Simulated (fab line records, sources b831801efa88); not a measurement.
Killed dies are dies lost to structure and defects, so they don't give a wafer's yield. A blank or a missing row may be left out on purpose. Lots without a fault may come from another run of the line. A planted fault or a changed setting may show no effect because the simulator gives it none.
fab line records | flow sfq_line
record lots=6 wafers=18 last_day=82
route steps=325 shown I4@177 JJ@178
lots that met no fault: from a run of the same line without faults
start_h: hours from the record's first day to the start of the lot's first wafer shown | wait_h: hours since the lot's step before | " the same as in the row above | L1.1+2: a row that stands for several wafers | - no value, or no start given | * or withheld: withheld | < > ~ a bound
route shown NAME@n: a module of which the file shows steps, and the number in the route of the first | usual: mean/standard deviation of fault-free wafers | same: alike in all rows | chamber/n: place in a boat | sites: the reading at each site | _std_site: their standard deviation | _edge_site: outer sites' mean less inner sites' | radius_mm: how far each site lies from the wafer's centre | mask NAME#n: copy n | behind: the tool/chamber that last shaped the wafer | hold: why the lot was held/for how many hours/how that ended | device: the transistor (n, p or np) that didn't switch | end of line: the same wafers' tests at the end of the route | a step without rows: its recipe alone | killed: dies lost to structure and defects at the first sort, not the wafer's yield | map: a wafer's dies, x killed, . not, _ none there
set.NAME: the setting as run; set.NAME@STEP: as run at that earlier step | model.NAME: the simulator's own value behind a step, which no gauge read
lots at some steps of the route; a table a step, a row a wafer
services: from which hour (start_h, from the record's first day; less than 0 if before it) a tool's chamber was out of use, for how many hours, and why
## steps
# step SFQ_TRILAYER_I4_VIA_STRIP_SOLV_CLEAN_108
# recipe chemistry=NMP temp_c=70 time_s=600
# step SFQ_TRILAYER_JJ_TRILAYER_DEP_PRE_CLEAN_113
# recipe gas=Ar time_s=22.5 bias_v=250
# step SFQ_TRILAYER_JJ_TRILAYER_DEP_SPUTTER_109
# recipe material=Nb base_pressure_pa=1.33e-06 chamber_pressure_pa=0.1333 substrate_temp_c=20 target_thk_nm=150 power_w=2000 time_s=100
# usual cathode_dc_power_W=2000.0/0.36 throttle_valve_pct=30.3/1.1
# columns lot.wafer tool chamber start_h wait_h cathode_dc_power_W throttle_valve_pct
L946.1 pvd_sputter-03 - 1122.76 0.0 1999.7 29.6
L946.3 " - " " 1999.8 32.4
L946.5 " - " " 1999.8 29.5
L949.1 pvd_sputter-06 - 1146.76 0.0 2000.2 31.5
L949.2 " - " " 1999.7 29.0
L949.3 " - " " 2000.5 29.8
L954.2 pvd_sputter-03 - 1159.96 0.0 2000.0 32.4
L954.4 " - " " 2000.2 30.1
L954.5 " - " " 2000.2 29.3
L959.1 pvd_sputter-06 - 1238.29 0.0 1999.8 28.7
L959.3 " - " " 1999.4 29.9
L959.4 " - " " 2000.8 31.2
L960.2 pvd_sputter-06 - 1244.29 0.0 2000.0 31.3
L960.3 " - " " 1999.5 29.6
L960.4 " - " " 1999.9 30.0
L967.1 pvd_sputter-03 - 1460.76 0.0 1999.6 30.8
L967.5 " - " " 2000.1 30.2
L967.6 " - " " 1999.7 31.0
# step SFQ_TRILAYER_JJ_TRILAYER_DEP_SPUTTER_110
# recipe material=Al base_pressure_pa=1.33e-06 target_thk_nm=8 power_w=500 time_s=10 chamber_pressure_pa=0.4
# usual cathode_dc_power_W=500.00/0.089 throttle_valve_pct=30.2/1.1
# columns lot.wafer tool chamber start_h wait_h cathode_dc_power_W throttle_valve_pct
L946.1 pvd_sputter-03 - 1122.83 0.0 500.08 29.5
L946.3 " - " " 500.19 32.4
L946.5 " - " " 499.99 29.5
L949.1 pvd_sputter-06 - 1146.83 0.0 500.06 31.2
L949.2 " - " " 500.11 28.9
L949.3 " - " " 500.09 29.9
L954.2 pvd_sputter-03 - 1160.03 0.0 499.88 32.3
L954.4 " - " " 499.94 29.9
L954.5 " - " " 499.81 29.7
L959.1 pvd_sputter-06 - 1238.36 0.0 499.97 28.7
L959.3 " - " " 500.11 30.0
L959.4 " - " " 500.04 31.3
L960.2 pvd_sputter-06 - 1244.36 0.0 499.97 31.3
L960.3 " - " " 500.00 29.3
L960.4 " - " " 500.06 29.9
L967.1 pvd_sputter-03 - 1460.83 0.0 499.91 31.2
L967.5 " - " " 500.09 30.0
L967.6 " - " " 499.86 31.1
# step SFQ_TRILAYER_JJ_TRILAYER_DEP_AL_OXIDATION_111
# recipe pressure_mbar=0.014667 oxidation_time_s=600 temperature_k=293
# step SFQ_TRILAYER_JJ_TRILAYER_DEP_SPUTTER_112
# recipe material=Nb base_pressure_pa=1.33e-06 chamber_pressure_pa=0.1333 substrate_temp_c=20 target_thk_nm=170 power_w=2000 time_s=113.3
# usual cathode_dc_power_W=2000.0/0.37 throttle_valve_pct=30.3/1.1
# columns lot.wafer tool chamber start_h wait_h cathode_dc_power_W throttle_valve_pct
L946.1 pvd_sputter-03 - 1123.85 0.5 2000.6 29.3
L946.3 " - " " 2000.6 32.4
L946.5 " - " " 1999.2 29.6
L949.1 pvd_sputter-06 - 1147.85 0.5 2000.2 31.3
L949.2 " - " " 1999.6 28.9
L949.3 " - " " 2000.1 30.2
L954.2 pvd_sputter-03 - 1161.05 0.5 1999.4 32.3
L954.4 " - " " 1999.4 29.9
L954.5 " - " " 1999.8 29.8
L959.1 pvd_sputter-06 - 1239.38 0.5 1999.5 28.7
L959.3 " - " " 1999.9 30.1
L959.4 " - " " 1999.9 31.2
L960.2 pvd_sputter-06 - 1245.38 0.5 2000.4 31.5
L960.3 " - " " 1999.9 29.5
L960.4 " - " " 2000.2 30.0
L967.1 pvd_sputter-03 - 1461.85 0.5 1999.9 31.2
L967.5 " - " " 2000.3 29.9
L967.6 " - " " 1999.9 31.0
# step SFQ_JJ_RS_MEAS_929
# recipe thk_meas_gauge=four-point-probe reads=Nb_of_TRILAYER_JJ_TRILAYER_DEP_SPUTTER_112
# usual JJ_NB_RS=1.051/0.0085
# columns lot.wafer tool chamber start_h wait_h JJ_NB_RS[ohm/sq]
L946.1 film_metro-02 - 1123.93 0.0 1.045
L946.3 " - " " 1.040
L946.5 " - " " 1.046
L949.1 film_metro-03 - 1147.93 0.0 1.048
L949.2 " - " " 1.045
L949.3 " - " " 1.040
L954.2 film_metro-02 - 1161.15 0.1 1.055
L954.4 " - " " 1.060
L954.5 " - " " 1.062
L959.1 film_metro-01 - 1239.46 0.0 1.045
L959.3 " - " " 1.046
L959.4 " - " " 1.058
L960.2 film_metro-01 - 1245.48 0.1 1.054
L960.3 " - " " 1.049
L960.4 " - " " 1.048
L967.1 film_metro-02 - 1461.93 0.0 1.067
L967.5 " - " " 1.056
L967.6 " - " " 1.059
# step SFQ_TRILAYER_JJ_CE_LITHO_COAT_119
# recipe resist=BARC spin_rpm=3000 resist_thk_nm=62
# step SFQ_TRILAYER_JJ_CE_LITHO_COAT_114
# recipe resist=KrF spin_rpm=3000 resist_thk_nm=600
# step SFQ_TRILAYER_JJ_CE_LITHO_SOFTBAKE_118
# recipe temp_c=withheld time_s=withheld resist=KrF
# step SFQ_TRILAYER_JJ_CE_LITHO_EXPOSE_115
# recipe mask_id=J5 na=0.6 source_shape=conventional sigma_outer=0.65 target_cd_nm=700 dose_mj=14.4
# step SFQ_TRILAYER_JJ_CE_LITHO_PEB_117
# recipe peb_temp_c=115 peb_time_s=60 resist=KrF
# columns lot.wafer tool chamber start_h wait_h
L946.1+3+5 litho_track-04 0 1254.68 1.0
L949.1+2+3 litho_track-01 0 1273.88 1.0
L954.2+4+5 litho_track-01 0 1287.10 0.8
L959.1+3+4 litho_track-04 0 1360.94 1.0
L960.2+3+4 litho_track-04 0 1370.57 0.8
L967.1+5+6 litho_track-02 0 1548.27 1.0
# step SFQ_TRILAYER_JJ_CE_LITHO_DEVELOP_116
# recipe time_s=60 resist=KrF
# step SFQ_JJ_OVL_MEAS_931
# usual J5_OVL=2/6.5
# columns lot.wafer tool chamber start_h wait_h J5_OVL[nm]
L946.1 overlay-01 - 1254.98 0.1 4
L946.3 " - " " 3
L946.5 " - " " -2
L949.1 overlay-02 - 1274.18 0.1 7
L949.2 " - " " 4
L949.3 " - " " 7
L954.2 overlay-02 - 1287.38 0.1 4
L954.4 " - " " 1
L954.5 " - " " 7
L959.1 overlay-02 - 1361.24 0.1 0
L959.3 " - " " 1
L959.4 " - " " -4
L960.2 overlay-02 - 1370.85 0.1 -1
L960.3 " - " " 1
L960.4 " - " " 3
L967.1 overlay-02 - 1548.57 0.1 11
L967.5 " - " " 12
L967.6 " - " " 14
# step SFQ_TRILAYER_JJ_CE_METRO_MEASURE_117
# usual cd_nm=700.1/1.4
# columns lot.wafer tool chamber start_h wait_h cd_nm
L946.1 cd_sem-01 - 1255.01 0.0 700.1
L946.3 " - " " 699.1
L946.5 " - " " 699.8
L949.1 cd_sem-01 - 1274.21 0.0 700.1
L949.2 " - " " 701.0
L949.3 " - " " 700.7
L954.2 cd_sem-02 - 1287.61 0.2 700.7
L954.4 " - " " 700.1
L954.5 " - " " 701.1
L959.1 cd_sem-01 - 1361.28 0.0 654.5
L959.3 " - " " 654.6
L959.4 " - " " 654.5
L960.2 cd_sem-02 - 1371.08 0.2 653.5
L960.3 " - " " 653.3
L960.4 " - " " 655.0
L967.1 cd_sem-01 - 1548.60 0.0 698.7
L967.5 " - " " 699.4
L967.6 " - " " 699.0
# step SFQ_TRILAYER_JJ_CE_BARC_OPEN_RIE_150
# recipe mask_material=PR chemistry=O2 target_depth_nm=240 target=BARC icp_w=600 bias_w=80 pressure_mtorr=10 time_s=80
# usual drypump_motor_current_A=5.7/0.54 oes_product_au=0.537/0.0045
# columns lot.wafer tool chamber start_h wait_h drypump_motor_current_A oes_product_au rf_hours_counter_h model.JJ.cd_nm
L946.1 rie_metal-01 1 1256.21 1.0 5.5 0.539 118 701.6
L946.3 " 0 " " 6.1 0.530 - 698.8
L946.5 " 1 " " 5.5 0.544 - 700
L949.1 rie_metal-02 0 1275.41 1.0 6.5 0.539 16 700.7
L949.2 " 0 " " 6.5 0.536 - 702.2
L949.3 " 0 " " 6.5 0.542 - 702.3
L954.2 rie_metal-01 0 1288.61 0.8 6.1 0.533 36 699.9
L954.4 " 1 " " 5.5 0.537 - 701.1
L954.5 " 1 " " 5.5 0.533 - 703.1
L959.1 rie_metal-01 0 1362.48 1.0 6.1 0.541 52 653.1
L959.3 " 0 " " 6.1 0.533 - 653.9
L959.4 " 0 " " 6.1 0.532 - 654.1
L960.2 rie_metal-01 0 1372.08 0.8 6.1 0.541 53 653.2
L960.3 " 1 " " 5.5 0.534 - 652.5
L960.4 " 0 " " 6.1 0.533 - 653.9
L967.1 rie_metal-02 0 1549.80 1.0 6.4 0.540 72 697.3
L967.5 " 0 " " 6.4 0.538 - 697.8
L967.6 " 1 " " 5.6 0.541 - 698.4
# step SFQ_TRILAYER_JJ_CE_ETCH_RIE_118
# recipe target=Nb stop_on=Al2O3 mask_material=PR taper_deg=13.257 over_etch_frac=0.15 time_s=97.7 chemistry=SF6 target_depth_nm=170 icp_w=600 bias_w=80 pressure_mtorr=10
# usual drypump_motor_current_A=5.7/0.53 oes_product_au=0.989/0.0071
# columns lot.wafer tool chamber start_h wait_h drypump_motor_current_A oes_product_au rf_hours_counter_h model.JJ.cd_nm
L946.1 rie_metal-01 1 1256.30 0.1 5.5 0.978 118 701.9
L946.3 " 0 " " 6.1 0.988 - 699
L946.5 " 1 " " 5.5 0.983 - 699.8
L949.1 rie_metal-02 0 1275.60 0.2 6.4 1.005 16 702
L949.2 " 0 " " 6.5 0.990 - 702.5
L949.3 " 0 " " 6.4 0.985 - 702.9
L954.2 rie_metal-01 0 1288.70 0.1 6.1 0.988 36 700.4
L954.4 " 1 " " 5.5 0.980 - 700.7
L954.5 " 1 " " 5.5 0.982 - 703.5
L959.1 rie_metal-01 0 1362.66 0.2 6.1 0.995 52 654.2
L959.3 " 0 " " 6.1 0.995 - 655.5
L959.4 " 0 " " 6.1 0.984 - 655.2
L960.2 rie_metal-01 0 1372.17 0.1 6.1 0.978 53 653.7
L960.3 " 1 " " 5.5 0.978 - 652.5
L960.4 " 0 " " 6.1 0.997 - 654
L967.1 rie_metal-02 0 1549.89 0.1 6.5 0.977 72 697.7
L967.5 " 0 " " 6.5 0.977 - 698.4
L967.6 " 1 " " 5.6 0.982 - 698.5
# step SFQ_TRILAYER_JJ_ANODIZE_ANODIZE_119
# recipe current_density_ma_cm2=withheld end_current_density_ma_cm2=withheld bath_temp_c=withheld
## services
# columns tool chamber start_h hours kind
rie_metal-02 1 1133.86 3.6 repair
cd_sem-01 - 1133.99 0.8 pm
cd_sem-02 - 1137.08 1.4 pm
cd_sem-01 - 1161.08 0.9 pm
pvd_sputter-03 - 1164.80 2.4 repair
cd_sem-01 - 1176.71 0.3 pm
rie_metal-02 - 1208.06 1.5 repair
cd_sem-01 - 1253.17 1.4 pm
rie_metal-02 1 1263.27 99.4 repair
pvd_sputter-03 - 1322.28 1.7 repair
cd_sem-01 - 1345.08 0.6 pm
rie_metal-01 - 1349.40 0.3 repair
cd_sem-01 - 1360.71 0.4 pm
cd_sem-01 - 1364.33 65.0 repair
pvd_sputter-03 - 1378.23 1.8 repair
rie_metal-02 1 1409.21 48.8 repair
cd_sem-01 - 1429.33 0.9 pm
cd_sem-01 - 1438.69 0.9 pm
cd_sem-01 - 1471.09 3.0 pm
pvd_sputter-06 - 1471.12 2.8 repair
rie_metal-01 0 1473.61 1.1 repair
cd_sem-01 - 1529.08 0.5 pm
pvd_sputter-03 - 1533.10 1.9 repair
cd_sem-01 - 1544.71 0.6 pm
## key
first_sign step=SFQ_TRILAYER_JJ_CE_METRO_MEASURE_117 reading=cd_nm direction=down sigmas=32 usual=700.1 struck=654.2
effect none on later readings
model_effect step=SFQ_TRILAYER_JJ_CE_BARC_OPEN_RIE_150 value=JJ.cd_nm without=699.7 struck=653.4
model_effect step=SFQ_TRILAYER_JJ_CE_ETCH_RIE_118 value=JJ.cd_nm without=700.4 struck=654.2
met_at SFQ_TRILAYER_JJ_CE_LITHO_PEB_117
struck_wafers L959.1,L959.3,L959.4,L960.2,L960.3,L960.4
onset_between 1254.68 1360.94
also_fits SFQ_TRILAYER_JJ_TRILAYER_DEP_SPUTTER_109:pvd_sputter-06,SFQ_TRILAYER_JJ_TRILAYER_DEP_SPUTTER_110:pvd_sputter-06,SFQ_TRILAYER_JJ_TRILAYER_DEP_SPUTTER_112:pvd_sputter-06
fault kind=process_parameter_drift tool=litho_track-04 chamber=- onset_h=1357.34 steps=SFQ_TRILAYER_JJ_CE_LITHO_PEB_117 channel=peb_time_s offset=* shape=step end_h=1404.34 acts_in=* stated=*
